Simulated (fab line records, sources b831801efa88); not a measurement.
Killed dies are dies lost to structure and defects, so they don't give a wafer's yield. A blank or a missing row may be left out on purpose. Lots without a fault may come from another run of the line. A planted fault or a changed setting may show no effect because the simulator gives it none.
Problem report in the 8D (eight disciplines) form, filled by code | flow gf180mcu | the parts of the form that need people (team, actions taken, sign-off) are left out

1. THE PROBLEM
bias_w at GF_POLY_GATE_ETCH_12 reads a mean of 90.38 W on 1 wafer of 1 lot; wafers without a fault read 99.97 W with a standard deviation of 0.29. That is -33 standard deviations from the usual mean.
The step: etches BARC in N2/H2.
First seen on wafer L541.2, day 14 18:09, on rie_diel-04. The record holds 36 wafers of 12 lots with a number at this step. Rule for "out", or "out of limits": more than 4 standard deviations from the usual mean. The other wafers with a number count as sound.

2. WHAT IT IS AND WHAT IT IS NOT
question                    | is                | is not
which readings at this step | bias_w            | drypump_motor_current_A, h2_flow_sccm, n2_flow_sccm, oes_product_au, throttle_valve_pct
which lots                  | L541              | L526, L528, L529, L530, L531, L532, L534, L535, L536, L538, L542
which wafers of those lots  | L541.2            | L541.4, L541.6
read on which tools         | rie_diel-04       | rie_diel-03
when                        | from day 14 18:09 | up to then (32 sound wafers); but 3 sound wafers of L542 came after

3. SUSPECTS, AND WHAT RULES EACH OUT
Counting: a tool at a process step up to the reading stays a suspect if it ran every lot that is out. Sound lots after the first of them don't rule it out here, since some wafers of a struck lot are sound.
- plasma_asher-01 at GF_LVPWELL_STRIP_10 (strips in O2/N2): kept. It ran the lot that is out, L541 (day 7 15:56); its last sound lot up to then is L536 (day 6 13:38).
- rie_diel-04 at GF_POLY_GATE_ETCH_12 (etches BARC in N2/H2): kept. It ran the lot that is out, L541 (day 14 18:09); its last sound lot up to then is L538 (day 13 20:59). Its own readings are out on those wafers: bias_w.
- Within rie_diel-04 at GF_POLY_GATE_ETCH_12: the wafers that are out ran in chamber 0; their sound lot-mates ran in chambers 2, 3.
Left after counting: plasma_asher-01 at GF_LVPWELL_STRIP_10, rie_diel-04 at GF_POLY_GATE_ETCH_12.

4. THE CAUSE (what the simulator had put in)
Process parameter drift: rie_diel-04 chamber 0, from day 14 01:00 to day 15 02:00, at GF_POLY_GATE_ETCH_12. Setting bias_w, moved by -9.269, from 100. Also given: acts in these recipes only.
Counting left 2 suspects, and this tool is among them.

5. THE CHAIN OF EFFECTS, in route order
Each row: a reading whose mean over the struck wafers that have a number lies more than 3 standard deviations from the usual. Only readings for which the record gives a usual standard deviation are gone through. hours: the time from each lot's start at the first step in this table that gives one to its start at this step, as a median over the lots. sigmas: the change in usual standard deviations.
hours | step                 | reading | usual   | on struck wafers | change | sigmas
0     | GF_POLY_GATE_ETCH_12 | bias_w  | 99.97 W | 90.38            | -9.59  | -33
The process steps in it:
- GF_POLY_GATE_ETCH_12: etches BARC in N2/H2.
Later measuring or inspecting steps at which every struck wafer that the step has a row for has a number for every such reading, and none has moved that far: GF_HV_LDD_OVL_MEAS_47.

6. WHAT WOULD HAVE CAUGHT IT SOONER
In this record the first reading out of limits was taken at day 14 18:09, 17 hours after the fault began at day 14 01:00.
